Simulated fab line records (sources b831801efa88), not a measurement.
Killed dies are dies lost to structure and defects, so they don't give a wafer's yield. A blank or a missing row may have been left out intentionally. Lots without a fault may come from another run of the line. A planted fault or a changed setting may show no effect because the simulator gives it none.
Which of the tools did it? || flow sky130 || 39 wafers from 13 lots sampled at 5 of the route's 708 steps

== WHAT THE GAUGES SHOWED, per wafer ==
SKY_VT_ADJUST_PCH_OVL_MEAS_07.
{"lot": "L777", "measured": "day 11 14:26", "on": "overlay-02", "VT_ADJUST_PCH_OVL (nm)": "0.7 0.3 1.1"}
{"lot": "L778", "measured": "day 11 17:01", "on": "overlay-01", "VT_ADJUST_PCH_OVL (nm)": "-2.2 -0.2 -0.7"}
{"lot": "L781", "measured": "day 12 08:16", "on": "overlay-01", "VT_ADJUST_PCH_OVL (nm)": "-1.9 -2.0 -0.5"}
{"lot": "L780", "measured": "day 12 09:38", "on": "overlay-01", "VT_ADJUST_PCH_OVL (nm)": "-1.9 0.8 -1.9"}
{"lot": "L785", "measured": "day 13 18:47", "on": "overlay-02", "VT_ADJUST_PCH_OVL (nm)": "0.7 0.8 -2.0"}
{"lot": "L787", "measured": "day 14 16:54", "on": "overlay-01", "VT_ADJUST_PCH_OVL (nm)": "2.3 2.6 0.6"}
{"lot": "L786", "measured": "day 14 17:20", "on": "overlay-02", "VT_ADJUST_PCH_OVL (nm)": "-1.4 -0.2 -0.9"}
{"lot": "L788", "measured": "day 15 04:15", "on": "overlay-02", "VT_ADJUST_PCH_OVL (nm)": "1.9 0.1 0.4"}
{"lot": "L793", "measured": "day 15 22:42", "on": "overlay-01", "VT_ADJUST_PCH_OVL (nm)": "-1.4 -1.3 -1.4"}
{"lot": "L794", "measured": "day 16 10:17", "on": "overlay-01", "VT_ADJUST_PCH_OVL (nm)": "-1.9 -1.5 -1.7"}
{"lot": "L797", "measured": "day 17 03:53", "on": "overlay-01", "VT_ADJUST_PCH_OVL (nm)": "-3.0 -0.6 1.0"}
{"lot": "L798", "measured": "day 17 05:11", "on": "overlay-01", "VT_ADJUST_PCH_OVL (nm)": "-2.8 -0.8 -1.5"}
{"lot": "L799", "measured": "day 18 00:38", "on": "overlay-02", "VT_ADJUST_PCH_OVL (nm)": "0.3 -0.4 -1.6"}

SKY_SONOS_TUNNEL_CD_MEAS_07: the cd target is 410 nm.
{"lot": "L777", "measured": "day 12 15:19", "on": "cd_sem-02", "cd_nm (nm)": "410.1 412.0 409.3"}
{"lot": "L778", "measured": "day 12 17:08", "on": "cd_sem-02", "cd_nm (nm)": "407.8 408.8 408.9"}
{"lot": "L781", "measured": "day 13 09:04", "on": "cd_sem-01", "cd_nm (nm)": "408.4 408.6 404.7"}
{"lot": "L780", "measured": "day 13 10:45", "on": "cd_sem-01", "cd_nm (nm)": "405.1 407.5 406.2"}
{"lot": "L785", "measured": "day 14 21:16", "on": "cd_sem-02", "cd_nm (nm)": "409.3 410.5 411.2"}
{"lot": "L787", "measured": "day 15 20:28", "on": "cd_sem-02", "cd_nm (nm)": "406.5 407.2 406.3"}
{"lot": "L786", "measured": "day 15 21:06", "on": "cd_sem-02", "cd_nm (nm)": "409.2 409.0 408.4"}
{"lot": "L788", "measured": "day 16 08:00", "on": "cd_sem-02", "cd_nm (nm)": "409.6 406.7 409.1"}
{"lot": "L793", "measured": "day 17 01:58", "on": "cd_sem-01", "cd_nm (nm)": "413.6 414.3 416.5"}
{"lot": "L794", "measured": "day 17 14:50", "on": "cd_sem-02", "cd_nm (nm)": "411.7 410.9 413.3"}
{"lot": "L797", "measured": "day 18 08:38", "on": "cd_sem-02", "cd_nm (nm)": "412.4 412.3 413.3"}
{"lot": "L798", "measured": "day 18 10:39", "on": "cd_sem-02", "cd_nm (nm)": "410.7 409.9 408.9"}
{"lot": "L799", "measured": "day 19 06:13", "on": "cd_sem-01", "cd_nm (nm)": "409.6 409.2 412.3"}

SKY_GATE_OXIDE_OVL_MEAS_10.
{"lot": "L777", "measured": "day 15 03:17", "on": "overlay-01", "GATE_OXIDE_OVL (nm)": "-1.7 -0.9 -2.3"}
{"lot": "L778", "measured": "day 15 06:05", "on": "overlay-01", "GATE_OXIDE_OVL (nm)": "-0.2 -2.2 -0.5"}
{"lot": "L781", "measured": "day 15 20:47", "on": "overlay-02", "GATE_OXIDE_OVL (nm)": "-1.6 -1.0 -1.6"}
{"lot": "L780", "measured": "day 16 00:02", "on": "overlay-01", "GATE_OXIDE_OVL (nm)": "-2.2 -1.5 -4.5"}
{"lot": "L785", "measured": "day 17 13:22", "on": "overlay-01", "GATE_OXIDE_OVL (nm)": "-2.7 -3.5 -2.8"}
{"lot": "L787", "measured": "day 18 18:18", "on": "overlay-01", "GATE_OXIDE_OVL (nm)": "-0.3 -0.3 0.2"}
{"lot": "L786", "measured": "day 18 17:59", "on": "overlay-02", "GATE_OXIDE_OVL (nm)": "-3.2 -1.8 -3.5"}
{"lot": "L788", "measured": "day 19 04:36", "on": "overlay-01", "GATE_OXIDE_OVL (nm)": "-2.9 -3.7 -4.4"}
{"lot": "L793", "measured": "day 19 22:14", "on": "overlay-02", "GATE_OXIDE_OVL (nm)": "215.1 215.4 215.9 216.5 217.2 217.6"}
{"lot": "L794", "measured": "day 20 12:14", "on": "overlay-01", "GATE_OXIDE_OVL (nm)": "216.4 214.8 215.8 218.4 216.2 218.1"}
{"lot": "L797", "measured": "day 21 09:17", "on": "overlay-02", "GATE_OXIDE_OVL (nm)": "-1.2 -4.2 -1.5"}
{"lot": "L798", "measured": "day 21 08:59", "on": "overlay-01", "GATE_OXIDE_OVL (nm)": "-4.9 -5.9 -5.6"}
{"lot": "L799", "measured": "day 22 05:05", "on": "overlay-01", "GATE_OXIDE_OVL (nm)": "-2.1 -1.9 -3.2"}

== TOOL THAT RAN EACH LOT (tool first, then ch and the chambers of the sampled wafers, then the start) ==
{"lot": "L777", "SKY_SONOS_ONO_ETCH_15": "rie_diel-03 ch 0,2,3, day 13 21:19", "SKY_GATE_OXIDE_EXPOSE_07": "iline_stepper-02 ch 0, day 14 13:26"}
{"lot": "L778", "SKY_SONOS_ONO_ETCH_15": "rie_diel-03 ch 1,3, day 14 01:20", "SKY_GATE_OXIDE_EXPOSE_07": "iline_stepper-01 ch 0, day 14 15:52"}
{"lot": "L781", "SKY_SONOS_ONO_ETCH_15": "rie_diel-03 ch 2,3, day 14 16:04", "SKY_GATE_OXIDE_EXPOSE_07": "iline_stepper-02 ch 0, day 15 07:24"}
{"lot": "L780", "SKY_SONOS_ONO_ETCH_15": "rie_diel-04 ch 0,2,3, day 14 18:17", "SKY_GATE_OXIDE_EXPOSE_07": "iline_stepper-02 ch 0, day 15 10:24"}
{"lot": "L785", "SKY_SONOS_ONO_ETCH_15": "rie_diel-01 ch 1,3, day 16 07:13", "SKY_GATE_OXIDE_EXPOSE_07": "iline_stepper-01 ch 0, day 16 22:45"}
{"lot": "L787", "SKY_SONOS_ONO_ETCH_15": "rie_diel-03 ch 0,1,3, day 17 09:49", "SKY_GATE_OXIDE_EXPOSE_07": "iline_stepper-01 ch 0, day 18 02:40"}
{"lot": "L786", "SKY_SONOS_ONO_ETCH_15": "rie_diel-01 ch 1,3, day 17 09:31", "SKY_GATE_OXIDE_EXPOSE_07": "iline_stepper-02 ch 0, day 18 02:25"}
{"lot": "L788", "SKY_SONOS_ONO_ETCH_15": "rie_diel-03 ch 1,2, day 17 19:11", "SKY_GATE_OXIDE_EXPOSE_07": "iline_stepper-02 ch 0, day 18 14:00"}
{"lot": "L793", "SKY_SONOS_ONO_ETCH_15": "rie_diel-01 ch 0,1,3, day 18 13:52", "SKY_GATE_OXIDE_EXPOSE_07": "iline_stepper-02 ch 0, day 19 07:01"}
{"lot": "L794", "SKY_SONOS_ONO_ETCH_15": "rie_diel-01 ch 1,2,3, day 19 02:10", "SKY_GATE_OXIDE_EXPOSE_07": "iline_stepper-02 ch 0, day 19 20:59"}
{"lot": "L797", "SKY_SONOS_ONO_ETCH_15": "rie_diel-04 ch 0,1,2, day 19 22:49", "SKY_GATE_OXIDE_EXPOSE_07": "iline_stepper-01 ch 0, day 20 18:04"}
{"lot": "L798", "SKY_SONOS_ONO_ETCH_15": "rie_diel-01 ch 0,1,2, day 20 00:37", "SKY_GATE_OXIDE_EXPOSE_07": "iline_stepper-01 ch 0, day 20 17:48"}
{"lot": "L799", "SKY_SONOS_ONO_ETCH_15": "rie_diel-04 ch 1,3, day 20 18:02", "SKY_GATE_OXIDE_EXPOSE_07": "iline_stepper-01 ch 0, day 21 14:16"}
- SKY_SONOS_ONO_ETCH_15: etches the open film in CHF3/O2, target depth 19.52 nm, time 7.8 s.
- SKY_GATE_OXIDE_EXPOSE_07: exposes mask LVOM, target cd 600 nm.

== AS READ BY THE TOOLS THEMSELVES (means over the sampled wafers that have a number; for cases with no such wafer, the mark the record gives instead) ==
SKY_SONOS_ONO_ETCH_15.
{"lot": "L777", "tool": "rie_diel-03", "drypump_motor_current_A (A)": 6.0, "oes_product_au (a.u.)": 1.009, "throttle_valve_pct (%)": 8.821}
{"lot": "L778", "tool": "rie_diel-03", "drypump_motor_current_A (A)": 5.6, "oes_product_au (a.u.)": 1.002, "throttle_valve_pct (%)": 8.826}
{"lot": "L781", "tool": "rie_diel-03", "drypump_motor_current_A (A)": 5.5, "oes_product_au (a.u.)": 1.006, "throttle_valve_pct (%)": 8.834}
{"lot": "L780", "tool": "rie_diel-04", "drypump_motor_current_A (A)": 5.6, "oes_product_au (a.u.)": 0.987, "throttle_valve_pct (%)": 8.825}
{"lot": "L785", "tool": "rie_diel-01", "drypump_motor_current_A (A)": 5.1, "oes_product_au (a.u.)": 1.008, "throttle_valve_pct (%)": 8.826}
{"lot": "L787", "tool": "rie_diel-03", "drypump_motor_current_A (A)": 6.0, "oes_product_au (a.u.)": 1.008, "throttle_valve_pct (%)": 8.819}
{"lot": "L786", "tool": "rie_diel-01", "drypump_motor_current_A (A)": 5.1, "oes_product_au (a.u.)": 0.997, "throttle_valve_pct (%)": 8.827}
{"lot": "L788", "tool": "rie_diel-03", "drypump_motor_current_A (A)": 5.6, "oes_product_au (a.u.)": 0.992, "throttle_valve_pct (%)": 8.821}
{"lot": "L793", "tool": "rie_diel-01", "drypump_motor_current_A (A)": 5.2, "oes_product_au (a.u.)": 1.000, "throttle_valve_pct (%)": 8.829}
{"lot": "L794", "tool": "rie_diel-01", "drypump_motor_current_A (A)": 5.6, "oes_product_au (a.u.)": 0.992, "throttle_valve_pct (%)": 8.826}
{"lot": "L797", "tool": "rie_diel-04", "drypump_motor_current_A (A)": 5.6, "oes_product_au (a.u.)": 0.992, "throttle_valve_pct (%)": 8.825}
{"lot": "L798", "tool": "rie_diel-01", "drypump_motor_current_A (A)": 5.7, "oes_product_au (a.u.)": 0.992, "throttle_valve_pct (%)": 8.834}
{"lot": "L799", "tool": "rie_diel-04", "drypump_motor_current_A (A)": 6.1, "oes_product_au (a.u.)": 1.004, "throttle_valve_pct (%)": 8.825}

== THE ANSWER, worked out from the rows above alone ==
Rule: usual is defined by the lots themselves. The widest of any qualifying gaps counts: lots, ordered by their means at a reading, are off when they make up no more than a third of the lots, leave a main group of 4 or more, and stand apart from it by 3 or more times the standard deviation of that group's means. The tables above print the reading to a certain number of digits; a main group whose means all agree to those digits is not used. Also off: a lot with no number at a reading for which 4 or more lots have one. Any other lot the step has rows for is counted as sound. The gauges are gone through in route order, then the tools' own readings, and for those a lot's mean is taken as printed above. The first step at which some lot is off is used, and at that step the reading that is off furthest; a lot without a number counts as furthest.
Off: L793, L794, at SKY_GATE_OXIDE_OVL_MEAS_10 (GATE_OXIDE_OVL). Main group: mean -2.4 nm, sd 1.4.
If a tool, at a process step before that reading, ran all the lots that are off and no sound lot after the first of them, it fits. Gauges at SKY_GATE_OXIDE_OVL_MEAS_10: tried the same way as those tools. One fits: SKY_GATE_OXIDE_EXPOSE_07 on iline_stepper-02. A fault onset in the window from L788 (day 18 14:00, its last sound lot) to L793 (day 19 07:01, its first lot off) fits.

== WHAT HAD BEEN PUT IN BY THE SIMULATOR ==
Scanner matching overlay: iline_stepper-02, from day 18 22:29 on, at SKY_GATE_OXIDE_EXPOSE_07. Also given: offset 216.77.
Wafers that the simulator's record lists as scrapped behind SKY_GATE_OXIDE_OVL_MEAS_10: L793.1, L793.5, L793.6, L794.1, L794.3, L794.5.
Struck lots among those shown: L793, L794. This agrees with what the rule above found.
